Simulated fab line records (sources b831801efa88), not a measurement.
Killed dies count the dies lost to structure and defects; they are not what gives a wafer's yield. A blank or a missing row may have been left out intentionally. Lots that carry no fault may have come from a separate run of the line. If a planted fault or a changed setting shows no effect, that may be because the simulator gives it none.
Matching of chambers    flow sky130    3 sister chambers for SKY_CONTACT_HDPCVD_02 on hdpcvd-01
The step deposits SiO2, target thk 565 nm, time 94.2 s. 3 wafers are shown with their chamber, then 7 later ones without.

WAFERS PAIRED WITH THEIR CHAMBERS
wafer   chamber  sih4-flow-sccm (sccm)
L660.4  0        59.87
L662.3  2        59.70
L662.4  1        60.07

WAFERS WITHOUT THEIR CHAMBER
wafer   sih4-flow-sccm (sccm)
L662.5  59.79
L663.2  59.85
L663.3  59.87
L663.4  60.13
L664.3  59.91
L664.5  59.73
L664.6  59.87

THE CHAMBER EACH PASSED THROUGH
wafer    from the rows above       in truth
L662.5   can't be placed: 0 or 2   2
L663.2   0                         0
L663.3   0                         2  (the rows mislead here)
L663.4   1                         1
L664.3   0                         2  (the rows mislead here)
L664.5   2                         2
L664.6   0                         0
4 of 7 placed correctly. These rows do not allow placing 1 (true chamber among the candidates in 1). Number placed wrongly: 2.
How it was worked out, from the rows above alone: a wafer's distance from a chamber is the root of the sum, over the readings, of the square of ((its reading less the chamber's mean) divided by the reading's scatter). If the next closest chamber is less than 2 further off than the closest, the wafer can't be placed; otherwise it belongs to the closest. Each chamber's mean is taken over the wafers shown for it. The scatter: root of mean squared gap, hidden wafer to nearest shown wafer, with one shown wafer a chamber.
